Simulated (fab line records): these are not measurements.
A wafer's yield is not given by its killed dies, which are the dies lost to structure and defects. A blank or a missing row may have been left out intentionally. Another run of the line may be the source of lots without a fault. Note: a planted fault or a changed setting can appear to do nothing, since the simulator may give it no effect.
What tool caused it? -- flow sfq_line -- route of 325 steps, sampled at 1 step: 7 lots, 21 wafers

== WHAT EACH GAUGE READ, for each wafer ==
SFQ_M4_OVL_MEAS_926.
lot,measured,on,M4_OVL (nm)
L829,day 41 06:09,overlay-01,-2 -7 0
L833,day 41 18:44,overlay-02,-4 5 -2
L836,day 42 09:05,overlay-02,5 -1 2
L839,day 45 11:22,overlay-02,-7 -11 -11
L845,day 45 20:58,overlay-02,1 -4 1
L848,day 51 07:59,overlay-02,1 2 12
L850,day 52 20:53,overlay-02,3 0 -1

== TOOL THAT RAN EACH LOT (tool first, then ch and the chambers of the sampled wafers, then the start) ==
Record: no process step prior to these readings.

== THE ANSWER, worked out from the rows above alone ==
Rule: usual is defined by the lots themselves. The widest of any qualifying gaps counts: lots, ordered by their means at a reading, are off when they make up no more than a third of the lots, leave a main group of 4 or more, and stand apart from it by 3 or more times the standard deviation of that group's means. A main group is skipped when, at the precision printed for the reading in the tables above, its means are all equal. A lot without any number at a reading at which 4 lots or more have one is off too. Any other lot the step has rows for is counted as sound.
Across all readings shown, no lot is off: no conclusion can be drawn from this.

== WHAT WAS PUT IN BY THE SIMULATOR ==
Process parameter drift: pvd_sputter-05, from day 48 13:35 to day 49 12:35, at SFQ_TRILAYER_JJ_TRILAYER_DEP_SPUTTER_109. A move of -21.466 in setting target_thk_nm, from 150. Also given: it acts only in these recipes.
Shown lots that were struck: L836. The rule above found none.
